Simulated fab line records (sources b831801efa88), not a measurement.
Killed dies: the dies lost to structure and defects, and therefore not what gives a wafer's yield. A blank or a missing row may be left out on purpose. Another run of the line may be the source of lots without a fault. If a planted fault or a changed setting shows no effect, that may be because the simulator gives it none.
The same fault as seen by 2 desks    flow sfq_line    numbers are kept per desk, each desk with only its own; the story behind them comes last

## METROLOGY DESK
What the gauges read, lot by lot, whatever tool the lot ran on: means of the sampled wafers that have a number. Marked OUT: a lot whose mean sits more than 4 standard deviations from the usual mean, which makes it out of limits; the brackets give that distance.
Columns: A = M2_OVL at SFQ_M2_OVL_MEAS_916, usual 4 nm; B = M6_NB_RS at SFQ_M6_RS_MEAS_938, usual 0.885 ohm/sq; C = I7_BOW at SFQ_I7_BOW_MEAS_946, usual 7 um
lot   first seen here  A   B      C
L919  day 19 21:19     1   0.885  13
L920  day 20 08:07     0   0.879  17
L921  day 20 14:52     1   0.880  3
L922  day 21 04:01     6   0.890  19
L927  day 23 00:13     1   0.877  1
L929  day 24 01:26     6   0.876  6
L930  day 24 13:25     7   0.885  17
L931  day 24 15:49     1   0.882  0
L932  day 24 20:37     3   0.892  29
L938  day 27 02:05     -1  0.878  0
L939  day 27 11:37     -6  0.897  -2
L940  day 27 21:48     5   0.884  3
L941  day 34 01:44     5   0.884  6
L942  day 34 11:13     12  0.897  4
Result from this desk: across the 14 lots, nothing is out of limits.

## AT THE TOOL OWNER'S DESK: pecvd-04
The tool's own readings at SFQ_TRILAYER_I1_DEP_PECVD_045 (deposits SiO2 from SiH4/N2O, time 111.11 s, target thk 500 nm): means of the sampled wafers that have a number, for each lot that ran on this tool. Marked OUT: a lot whose mean sits more than 4 standard deviations from the usual mean, which makes it out of limits; the brackets give that distance.
Columns: A = heater_power_w at SFQ_TRILAYER_I1_DEP_PECVD_045, usual 82 W; B = rf_fwd_power_W at SFQ_TRILAYER_I1_DEP_PECVD_045, usual 182.1 W; C = throttle_valve_pct at SFQ_TRILAYER_I1_DEP_PECVD_045, usual 24.4 %
lot   first seen here  A   B                C
L921  day 18 01:35     83  181.7            24.3
L927  day 21 06:35     78  181.7            24.8
L931  day 23 14:43     82  182.0            24.2
L932  day 23 19:25     71  181.7            24.6
L939  day 26 07:13     97  152.2 (-47) OUT  25.4
L941  day 27 03:58     83  152.5 (-47) OUT  24.9
This desk's verdict: out of limits on L939, L941, starting with L939 at day 26 07:13 (rf_fwd_power_W at SFQ_TRILAYER_I1_DEP_PECVD_045). L921, L927, L931, L932 stayed within limits.

## ALL TOGETHER
At day 26 07:13, on L939, L941, the tool owner's desk was in a position to raise an alarm.
The metrology desk saw nothing out of limits.
The metrology desk holds a record of L939, L941, inside its limits.
SFQ_TRILAYER_I1_DEP_PECVD_045 was run on pecvd-04 by each of the lots named.

## WHAT HAD BEEN PUT IN BY THE SIMULATOR
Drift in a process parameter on pecvd-04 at SFQ_TRILAYER_I1_DEP_PECVD_045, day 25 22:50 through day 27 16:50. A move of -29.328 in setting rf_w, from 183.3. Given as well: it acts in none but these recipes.
Shown lots that were struck: L939, L941.
Each desk's first reading out of limits, in hours after the fault started: the tool owner's desk, 8.
